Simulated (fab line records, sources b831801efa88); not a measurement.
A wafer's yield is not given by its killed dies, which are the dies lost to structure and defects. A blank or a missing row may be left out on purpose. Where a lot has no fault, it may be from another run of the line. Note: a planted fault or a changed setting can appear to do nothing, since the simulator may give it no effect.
A struck lot beside a sound one / flow sky130 / 18 out of 708 route steps
Sound: the wafers L718.1, L718.5, L718.6. Struck: wafer L726.4 (L726.1, L726.6, from the same lot, were not struck and are left out); the cause is given at the end.
Per side, at each step with rows, come the tool, then ch with its chambers, and then its first start. Under that, the readings that differ: sound wafers / struck wafers / difference of the means / sigmas: that difference in standard deviations of wafers without a fault.
alike: a reading whose means differ by less than 2 such deviations, as well as words and numbers matching on both sides. not compared: withheld readings; readings where some wafer has no value; bounds like >300 that might hide an equal value; numbers whose values overlap and for which the record gives no deviation.
A row with sigmas, a row that says differs or no value, or rows on one side alone: a step with any of these is where the two part. Non-overlapping numbers with no deviation appear without sigmas and do not part them. A reading missing from all wafers of one side parts the sides only when that side holds two or more wafers.

first, 5 steps without rows for these wafers: SKY_VIA4_COAT_06 (resist thk 1140 nm); SKY_VIA4_SOFTBAKE_07 (time 60 s); SKY_VIA4_EXPOSE_08 (exposes mask VIM4, target cd 800 nm); SKY_VIA4_PEB_09; SKY_VIA4_DEVELOP_10 (develop time 60 s).
SKY_VIA4_OVL_MEAS_11:
  sound on overlay-01 at day 43 22:59; struck on overlay-01 at day 46 04:38
  alike: VIA4_OVL
SKY_VIA4_ETCH_12: etches SiO2 in C4F8/O2/Ar, stops on TiN, target depth 580 nm.
  sound on rie-diel-02 ch 2,3, day 43 23:01; struck on rie-diel-02 ch 0, day 46 04:41
  alike: oes-product-au
SKY_VIA4_STRIP_13: strips in O2/N2.
  sound on plasma-asher-04 ch 0,1, day 43 23:05; struck on plasma-asher-02 ch 0, day 46 04:45
  alike: drypump-motor-current-A, oes-product-au, strip-time-to-endpoint-s
  not compared: rf-hours-counter-h
then, 3 steps without rows for these wafers: SKY_VIA4_STRIP_14 (strips in post etch residue remover, time 1200 s); SKY_VIA4_CLEAN_15 (cleans in IPA, time 180 s); SKY_VIA4_CLEAN_16 (cleans in O3/DIW).
SKY_VIA4_SPUTTER_17: material TiN, target thk 20 nm, time 80 s.
  sound on pvd-sputter-04 at day 43 23:41; struck on pvd-sputter-02 at day 46 05:20
  alike: throttle-valve-pct
SKY_VIA4_CVD_18: deposits W, target thk 505 nm, time 152.14 s.
  sound on cvd-w-02 ch 0,1, day 43 23:44; struck on cvd-w-01 ch 1, day 46 05:25
reading=model.W_of_VIA4_CVD_18.thk-nm (nm); sound=493.2 508.3 500.4; struck=978; difference=+477; sigmas=
  alike: heater-power-w
  not compared: since-wet-clean-h
SKY_VIA4_RS_MEAS_19: uses a four-point probe to measure.
  sound on film-metro-02 at day 43 23:53; struck on film-metro-04 at day 46 05:55
reading=VIA4_W_RS (ohm/sq); sound=0.2319 0.2250 0.2287; struck=0.1162; difference=-0.1123; sigmas=-49
  not compared: hold
SKY_VIA4_THK_MEAS_20: measures by xrf.
  sound on film-metro-02 at day 44 00:01; struck on film-metro-04 at day 46 08:40
  not compared: hold, VIA4_W_THK
SKY_VIA4_CMP_21: polishes, stops on SiO2, t overpolish 25 s, target thk 0 nm.
  sound on cmp-02 ch 1,2,3, day 44 00:13; struck on cmp-01 ch 2, day 46 13:14
reading=hold; sound=- - -; struck=await-dispo/4.5h/release; difference=no value on the sound wafers; sigmas=
reading=time-to-endpoint-s (s); sound=121 134 125; struck=240; difference=+113; sigmas=+16
  alike: motor-current-A
SKY_METAL5_SPUTTER_00: material Ti, target thk 15 nm, time 10 s.
  sound on pvd-sputter-03 at day 44 00:22; struck on pvd-sputter-04 at day 46 13:32
  alike: throttle-valve-pct
SKY_PAD_OPEN_PROBE_99:
  sound wafers here have rows in the record (prober-02, day 46 21:31); struck ones have none

== WHERE THEY PART ==
At SKY_VIA4_RS_MEAS_19 first; at SKY_PAD_OPEN_PROBE_99 last (within this record only).

WHY: what the simulator had put in
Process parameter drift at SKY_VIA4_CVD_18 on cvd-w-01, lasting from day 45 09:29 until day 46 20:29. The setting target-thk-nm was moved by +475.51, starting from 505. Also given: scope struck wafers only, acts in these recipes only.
